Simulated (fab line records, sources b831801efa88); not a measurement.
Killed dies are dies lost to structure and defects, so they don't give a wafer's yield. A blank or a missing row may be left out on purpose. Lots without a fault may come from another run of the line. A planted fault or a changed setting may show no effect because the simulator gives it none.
Which tool did it? | flow gf180mcu | 15 lots, 44 wafers sampled, at 4 steps of a route of 602

WHAT THE GAUGES READ, wafer by wafer
GF_POLY_GATE_THK_MEAS_17.
lot  | measured     | on            | POLY_GATE_OXIDATION_THK (nm)
L907 | day 9 13:29  | film_metro-01 | 4.09 4.01 4.06
L908 | day 9 22:16  | film_metro-03 | 4.00 4.09 4.01
L910 | day 10 14:38 | film_metro-04 | 4.06 4.05 3.99
L911 | day 10 20:14 | film_metro-01 | 4.17 4.10 4.10
L914 | day 11 15:36 | film_metro-01 | 4.21 4.28
L920 | day 13 11:44 | film_metro-01 | 4.02 4.08 4.07
L921 | day 13 19:20 | film_metro-03 | 3.93 3.95 3.88
L922 | day 13 23:19 | film_metro-04 | 4.20 4.17 4.08
L923 | day 14 10:04 | film_metro-01 | 3.98 4.05 3.92
L924 | day 14 15:46 | film_metro-04 | 4.04 4.10 4.02
L925 | day 14 23:24 | film_metro-01 | 3.92 3.95 4.09
L926 | day 15 04:00 | film_metro-04 | 3.96 3.99 3.99
L927 | day 15 09:14 | film_metro-01 | 4.00 3.95 3.96
L928 | day 15 18:08 | film_metro-04 | 3.80 3.83 3.82
L929 | day 16 04:26 | film_metro-04 | 3.98 3.87 4.03

GF_POLY_GATE_CD_MEAS_18.
lot  | measured     | on        | cd_nm (nm)
L907 | day 9 13:33  | cd_sem-02 | 280.8 281.0 281.0
L908 | day 9 22:19  | cd_sem-01 | 279.6 279.7 275.9
L910 | day 10 14:42 | cd_sem-01 | 278.9 280.0 280.8
L911 | day 10 20:17 | cd_sem-02 | 281.8 283.1 282.5
L914 | day 11 15:40 | cd_sem-01 | 280.0 274.5
L920 | day 13 11:50 | cd_sem-01 | 277.4 278.1 278.8
L921 | day 13 19:25 | cd_sem-01 | 281.0 282.6 274.5
L922 | day 13 23:22 | cd_sem-02 | 282.5 283.5 282.4
L923 | day 14 10:07 | cd_sem-02 | 282.8 276.9 277.2
L924 | day 14 15:49 | cd_sem-01 | 280.0 278.9 280.4
L925 | day 14 23:28 | cd_sem-02 | 279.4 277.0 281.5
L926 | day 15 04:04 | cd_sem-01 | 276.2 277.1 282.2
L927 | day 15 09:20 | cd_sem-02 | 276.9 279.8 277.7
L928 | day 15 18:14 | cd_sem-02 | 275.8 278.3 274.8
L929 | day 16 04:31 | cd_sem-02 | 284.6 274.3 279.5

GF_SAB_CD_MEAS_09: target cd 420 nm.
lot  | measured     | on        | cd_nm (nm)
L907 | day 15 11:10 | cd_sem-01 | 419.2 418.6 420.2
L908 | day 15 22:10 | cd_sem-01 | 418.9 422.4 420.1
L910 | day 16 14:39 | cd_sem-01 | 355.1 419.6 418.6
L911 | day 16 22:30 | cd_sem-02 | 362.4 420.2 423.0
L914 | day 18 00:33 | cd_sem-02 | 354.1 351.7
L920 | day 20 05:47 | cd_sem-01 | 420.1 420.0 418.8
L921 | day 20 15:04 | cd_sem-02 | 423.5 421.1 421.1
L922 | day 20 18:42 | cd_sem-01 | 420.3 421.3 422.8
L923 | day 21 10:18 | cd_sem-01 | 417.4 418.2 418.8
L924 | day 21 14:30 | cd_sem-01 | 419.1 418.4 419.7
L925 | day 21 22:54 | cd_sem-02 | 422.8 419.9 421.2
L926 | day 22 02:09 | cd_sem-01 | 416.5 417.3 416.6
L927 | day 22 11:05 | cd_sem-01 | 421.2 422.4 421.4
L928 | day 22 19:23 | cd_sem-01 | 420.6 424.0 423.3
L929 | day 23 05:46 | cd_sem-01 | 421.0 422.3 419.7

WHICH TOOL RAN EACH LOT (tool, then ch and the chambers of the sampled wafers, then the start)
lot  | GF_SAB_EXPOSE_06
L907 | iline_stepper-01 ch 0, day 15 00:54
L908 | iline_stepper-02 ch 0, day 15 11:17
L910 | iline_stepper-01 ch 0, day 16 03:57
L911 | iline_stepper-01 ch 0, day 16 11:48
L914 | iline_stepper-01 ch 0, day 17 13:14
L920 | iline_stepper-01 ch 0, day 19 17:59
L921 | iline_stepper-01 ch 0, day 20 03:22
L922 | iline_stepper-02 ch 0, day 20 06:53
L923 | iline_stepper-02 ch 0, day 20 23:00
L924 | iline_stepper-02 ch 0, day 21 02:57
L925 | iline_stepper-02 ch 0, day 21 11:54
L926 | iline_stepper-01 ch 0, day 21 14:35
L927 | iline_stepper-01 ch 0, day 21 23:32
L928 | iline_stepper-02 ch 0, day 22 07:49
L929 | iline_stepper-01 ch 0, day 22 18:41
- GF_SAB_EXPOSE_06: exposes mask SAB, target cd 420 nm.

WHAT THE TOOLS THEMSELVES READ (means of the sampled wafers that have a number; where no wafer has one, the mark that the record gives instead)
GF_SAB_EXPOSE_06.
lot  | tool             | reticle_temp_C (C)
L907 | iline_stepper-01 | 22.98
L908 | iline_stepper-02 | 22.94
L910 | iline_stepper-01 | 23.01
L911 | iline_stepper-01 | 22.93
L914 | iline_stepper-01 | 23.05
L920 | iline_stepper-01 | 22.98
L921 | iline_stepper-01 | 22.99
L922 | iline_stepper-02 | 23.04
L923 | iline_stepper-02 | 22.95
L924 | iline_stepper-02 | 23.00
L925 | iline_stepper-02 | 23.00
L926 | iline_stepper-01 | 22.95
L927 | iline_stepper-01 | 23.03
L928 | iline_stepper-02 | 23.00
L929 | iline_stepper-01 | 23.00

THE ANSWER, worked out from the rows above alone
Rule: what is usual is taken from the lots themselves. Put in order of their means at a reading, lots are off if they are a third of the lots or fewer, leave a main group of 4 or more, and stand apart from it by a gap of 3 or more times the standard deviation of the main group's means; of several such gaps the widest counts. A main group whose means are all the same, to the digits that the tables above print for the reading, isn't used. A lot without any number at a reading at which 4 lots or more have one is off too. The other lots that the step has rows for count as sound. The gauges are gone through in route order, then the tools' own readings, and for those a lot's mean is taken as printed above. The first step at which some lot is off is used, and at that step the reading that is off furthest; a lot without a number counts as furthest.
Off: L910, L911, L914, at GF_SAB_CD_MEAS_09 (cd_nm). The main group: mean 420.3 nm, standard deviation 1.6.
A tool fits if, at a process step before that reading, it ran every lot that is off, and no sound lot after the first of them. The gauges at GF_SAB_CD_MEAS_09 are tried like those tools. None of those tried fits.

WHAT THE SIMULATOR HAD PUT IN
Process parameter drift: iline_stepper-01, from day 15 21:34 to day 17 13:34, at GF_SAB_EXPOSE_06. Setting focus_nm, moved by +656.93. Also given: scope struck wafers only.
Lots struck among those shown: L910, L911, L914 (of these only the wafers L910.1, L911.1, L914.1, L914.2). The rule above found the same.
